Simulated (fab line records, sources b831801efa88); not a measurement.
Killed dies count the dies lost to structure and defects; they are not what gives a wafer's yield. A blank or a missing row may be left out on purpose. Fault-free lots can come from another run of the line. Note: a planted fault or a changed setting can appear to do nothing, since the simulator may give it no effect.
2 desks, one fault    flow sky130    numbers are kept per desk, each desk with only its own; the story behind them comes last

FOR THE TOOL OWNER'S DESK: furnace-02
The tool's own readings at SKY_POLY_GATE_OXIDATION_20 (stabilise 600 s, purge 300 s, target thk 4 nm): means of the sampled wafers that have a number, for each lot that ran on this tool. Marked OUT: a lot whose mean sits more than 4 standard deviations from the usual mean, which makes it out of limits; the brackets give that distance.
Columns: A = spikeTcBottomC at SKY_POLY_GATE_OXIDATION_20, usual 867.6 C; B = spikeTcCentreC at SKY_POLY_GATE_OXIDATION_20, usual 850.7 C; C = spikeTcLowerC at SKY_POLY_GATE_OXIDATION_20, usual 851.6 C; D = spikeTcTopC at SKY_POLY_GATE_OXIDATION_20, usual 858.7 C; E = spikeTcUpperC at SKY_POLY_GATE_OXIDATION_20, usual 849.9 C; F = tubeCenterTempC at SKY_POLY_GATE_OXIDATION_20, usual 850 C; G = tube_center_temp_C_max at SKY_POLY_GATE_OXIDATION_20, usual 852.2
lot   first seen here  A                B                C                D                 E                F                      G
L299  day 17 12:38     869.2            850.7            851.5            857.8             849.0            850                    851.9
L301  day 18 01:40     869.6            849.8            850.5            858.6             849.5            850                    852.3
L303  day 18 16:44     886.6 (+11) OUT  868.2 (+15) OUT  870.3 (+19) OUT  874.5 (+6.3) OUT  866.5 (+14) OUT  869 (+99 or more) OUT  870.8 (+53) OUT
L304  day 19 02:40     887.6 (+11) OUT  868.8 (+15) OUT  870.3 (+19) OUT  875.9 (+6.9) OUT  868.1 (+15) OUT  869 (+99 or more) OUT  871.1 (+54) OUT
L315  day 23 04:33     868.9            850.8            851.9            857.2             848.5            850                    851.7
L316  day 23 08:14     868.4            849.6            852.5            856.3             849.2            850                    852.1
L320  day 24 18:33     868.3            850.4            851.2            856.3             849.5            850                    852.5
Finding of this desk: L303, L304 out of limits; the first was L303 at day 18 16:44, on spikeTcBottomC at SKY_POLY_GATE_OXIDATION_20. Within limits: L299, L301, L315, L316, L320.

AT THE METROLOGY DESK
What the gauges read, lot by lot, whatever tool the lot ran on: means of the sampled wafers that have a number. Marked OUT: a lot whose mean sits more than 4 standard deviations from the usual mean, which makes it out of limits; the brackets give that distance.
Columns: A = GATE_OXIDE_TW at SKY_GATE_OXIDE_TW_MEAS_14, usual 223.5; B = POLY_GATE_OXIDATION_THK at SKY_POLY_GATE_THK_MEAS_21, usual 3.99 nm
lot   first seen here  A      B
L299  day 14 14:28     224.4  4.05
L301  day 15 06:32     220.6  4.01
L303  day 16 00:53     220.5  4.95 (+15) OUT
L304  day 16 05:40     221.3  5.05 (+16) OUT
L308  day 17 16:04     220.8  4.03
L311  day 18 20:17     224.8  3.96
L313  day 19 15:17     225.2  3.95
L314  day 20 01:43     224.5  3.93
L315  day 20 05:21     227.1  4.01
L316  day 20 10:25     227.2  4.01
L320  day 21 23:04     225.0  3.98
This desk's finding: out of limits on L303, L304; first on L303, day 18 18:01 (POLY_GATE_OXIDATION_THK at SKY_POLY_GATE_THK_MEAS_21). Within limits: L299, L301, L308, L311, L313, L314, L315, L316, L320.

PUT TOGETHER
An alarm could have come from the tool owner's desk at day 18 16:44, on L303, L304.
At day 18 18:01 the metrology desk could have sounded an alarm, on L303, L304.
SKY_POLY_GATE_OXIDATION_20 was run on furnace-02 by each of the lots named.

WHAT THE SIMULATOR HAD PUT IN
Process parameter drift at SKY_POLY_GATE_OXIDATION_20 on furnace-02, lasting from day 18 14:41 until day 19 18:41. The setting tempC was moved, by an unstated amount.
Struck lots among those shown: L303, L304.
Fault start to first reading out of limits, in hours, per desk: tool owner, 2; metrology, 3.
